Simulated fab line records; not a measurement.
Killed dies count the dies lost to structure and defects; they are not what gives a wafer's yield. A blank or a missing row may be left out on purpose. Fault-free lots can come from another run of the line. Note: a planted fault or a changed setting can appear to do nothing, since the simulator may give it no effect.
The tool behind it: which one?    flow sky130    Sampling: 24 lots, 72 wafers, 3 of 708 route steps

== WHAT THE GAUGES READ, wafer by wafer ==
SKY_DNWELL_TW_MEAS_09. Usual: for DNWELL_TW the level is 1111 and the standard deviation is 9.6.
lot   measured     on             DNWELL_TW       flag
L074  day 3 07:58  film-metro-03  1107 1105 1107  
L075  day 3 10:59  film-metro-01  1113 1108 1116  
L076  day 3 14:55  film-metro-02  1099 1097 1093  
L077  day 3 18:19  film-metro-03  1100 1098 1103  
L078  day 3 22:48  film-metro-01  1126 1119 1127  
L079  day 4 08:37  film-metro-02  1100 1100 1097  
L080  day 4 10:11  film-metro-02  1093 1094 1094  
L081  day 4 15:50  film-metro-03  1098 1106 1102  
L082  day 4 21:41  film-metro-03  1107 1104 1104  
L083  day 5 04:46  film-metro-03  1103 1104 1101  
L084  day 5 09:35  film-metro-01  1126 1119 1125  
L085  day 5 17:01  film-metro-01  1113 1121 1119  
L086  day 5 20:49  film-metro-01  1127 1123 1129  
L087  day 6 01:54  film-metro-03  1109 1109 1108  
L088  day 6 06:03  film-metro-03  1118 1115 1107  
L089  day 6 09:46  film-metro-02  1101 1107 1100  
L090  day 6 14:02  film-metro-01  1110 1111 1112  
L091  day 6 20:17  film-metro-03  1102 1105 1102  
L092  day 7 06:26  film-metro-01  1128 1130 1126  
L093  day 8 19:11  film-metro-03  1116 1116 1117  
L094  day 8 18:29  film-metro-01  1109 1111 1119  
L096  day 8 18:55  film-metro-03  1113 1110 1112  
L095  day 8 18:33  film-metro-03  1119 1113 1115  
L097  day 8 18:12  film-metro-03  1119 1116 1120  

SKY_VT_ADJUST_LVTN_OVL_MEAS_07. Usual: for VT_ADJUST_LVTN_OVL the level is 0.0 nm and the standard deviation is 1.7.
lot   measured      on          VT_ADJUST_LVTN_OVL (nm)  flag
L074  day 6 21:03   overlay-01  0.5 -1.7 -0.1            
L075  day 6 22:58   overlay-02  2.3 2.1 -1.0             
L076  day 7 07:28   overlay-01  0.0 -0.5 0.9             
L077  day 7 09:13   overlay-02  -0.2 -2.3 -1.6           
L078  day 7 15:27   overlay-02  -1.7 -0.5 1.2            
L079  day 8 03:26   overlay-02  2.2 1.2 1.9              
L080  day 8 05:23   overlay-01  -1.3 -2.6 0.2            
L081  day 8 09:50   overlay-01  -2.1 -1.0 1.3            
L082  day 8 17:19   overlay-02  -0.4 -0.3 0.6            
L083  day 9 01:40   overlay-01  -1.5 -1.3 -3.1           
L084  day 9 09:27   overlay-02  0.8 1.8 -1.1             
L085  day 9 14:39   overlay-02  -0.2 -0.9 -0.4           
L086  day 9 21:59   overlay-01  3.7 2.3 2.1              
L087  day 10 04:18  overlay-02  2.0 0.0 -1.7             
L088  day 10 10:26  overlay-01  -1.2 -2.0 -2.9           
L089  day 10 13:27  overlay-02  -2.6 -0.8 -1.5           
L090  day 10 21:53  overlay-02  -2.2 0.1 0.1             
L091  day 11 08:40  overlay-01  -0.3 0.0 -1.1            
L092  day 11 17:23  overlay-02  0.0 0.1 -0.3             
L093  day 13 17:26  overlay-01  1.2 -0.7 -1.4            
L094  day 13 14:59  overlay-01  0.8 2.5 1.7              
L096  day 13 16:44  overlay-02  2.0 0.4 2.9              
L095  day 13 15:53  overlay-01  1.2 2.0 2.8              
L097  day 13 14:36  overlay-01  2.3 1.2 1.1              

== TOOL THAT RAN EACH LOT (tool first, then ch and the chambers of the sampled wafers, then the start) ==
lot   SKY_FIELD_ISO_STRIP_16
L074  plasma-asher-02 ch 0,1, day 2 07:05
L075  plasma-asher-03 ch 0,1, day 2 10:02
L076  plasma-asher-03 ch 0,1, day 2 14:31
L077  plasma-asher-03 ch 1, day 2 20:23
L078  plasma-asher-02 ch 0,1, day 3 00:25
L079  plasma-asher-02 ch 0,1, day 3 06:55
L080  plasma-asher-04 ch 0,1, day 3 12:28
L081  plasma-asher-03 ch 0,1, day 3 16:05
L082  plasma-asher-04 ch 0,1, day 3 22:02
L083  plasma-asher-03 ch 0,1, day 4 03:10
L084  plasma-asher-03 ch 0,1, day 4 09:11
L085  plasma-asher-03 ch 1, day 4 13:47
L086  plasma-asher-03 ch 0,1, day 4 20:25
L087  plasma-asher-03 ch 0,1, day 5 02:13
L088  plasma-asher-02 ch 0,1, day 5 05:05
L089  plasma-asher-03 ch 0,1, day 5 10:58
L090  plasma-asher-02 ch 0, day 5 16:20
L091  plasma-asher-02 ch 0,1, day 5 22:19
L092  plasma-asher-03 ch 0,1, day 6 02:17
L093  plasma-asher-02 ch 0,1, day 7 13:14
L094  plasma-asher-02 ch 0,1, day 7 13:40
L096  plasma-asher-03 ch 0,1, day 7 13:56
L095  plasma-asher-04 ch 0,1, day 7 14:13
L097  plasma-asher-04 ch 0,1, day 7 14:31
- SKY_FIELD_ISO_STRIP_16: strips in O2/N2.

== AS READ BY THE TOOLS THEMSELVES (means over the sampled wafers that have a number; for cases with no such wafer, the mark the record gives instead) ==
SKY_FIELD_ISO_STRIP_16. Usual: drypump-motor-current-A 6.0 A, standard deviation 0.63; oes-product-au 0.378 a.u., standard deviation 0.0046; strip-time-to-endpoint-s 3.56 s, standard deviation 0.034.
lot   tool             drypump-motor-current-A (A)  oes-product-au (a.u.)  strip-time-to-endpoint-s (s)  flag
L074  plasma-asher-02  5.7                          0.374                  3.52                          
L075  plasma-asher-03  6.3                          0.376                  3.56                          
L076  plasma-asher-03  5.9                          0.382                  3.58                          
L077  plasma-asher-03  5.5                          0.379                  3.62                          
L078  plasma-asher-02  6.1                          0.373                  3.54                          
L079  plasma-asher-02  5.7                          0.379                  3.56                          
L080  plasma-asher-04  6.1                          0.374                  3.53                          
L081  plasma-asher-03  6.3                          0.373                  3.52                          
L082  plasma-asher-04  6.1                          0.377                  3.55                          
L083  plasma-asher-03  6.3                          0.380                  3.55                          
L084  plasma-asher-03  5.9                          0.381                  3.57                          
L085  plasma-asher-03  5.5                          0.383                  3.53                          
L086  plasma-asher-03  6.3                          0.374                  3.51                          
L087  plasma-asher-03  5.9                          0.377                  3.50                          
L088  plasma-asher-02  6.1                          0.380                  3.59                          
L089  plasma-asher-03  6.3                          0.376                  3.56                          
L090  plasma-asher-02  5.2                          0.378                  3.55                          
L091  plasma-asher-02  5.7                          0.381                  3.58                          
L092  plasma-asher-03  6.3                          0.379                  3.57                          
L093  plasma-asher-02  5.7                          0.374                  3.54                          
L094  plasma-asher-02  6.1                          0.379                  3.57                          
L096  plasma-asher-03  5.9                          0.383                  3.59                          
L095  plasma-asher-04  6.2                          0.373                  3.55                          
L097  plasma-asher-04  5.7                          0.380                  3.52                          

== THE ANSWER, worked out from the rows above alone ==
Rule: take the mean of a lot's wafers that have a number; if it is more than 3 standard deviations from the usual mean, the lot is off. A lot without any number at a reading at which 4 lots or more have one is off too. Where the step has rows for the other lots, those lots are counted as sound. Order of review: gauges by route order, followed by the tools' own readings, for which a lot's mean as printed above is used. The first step at which some lot is off is used, and at that step the reading that is off furthest; a lot without a number counts as furthest.
No lot is off on any of the readings shown, so nothing can be concluded from this.

== WHAT WAS PUT IN BY THE SIMULATOR ==
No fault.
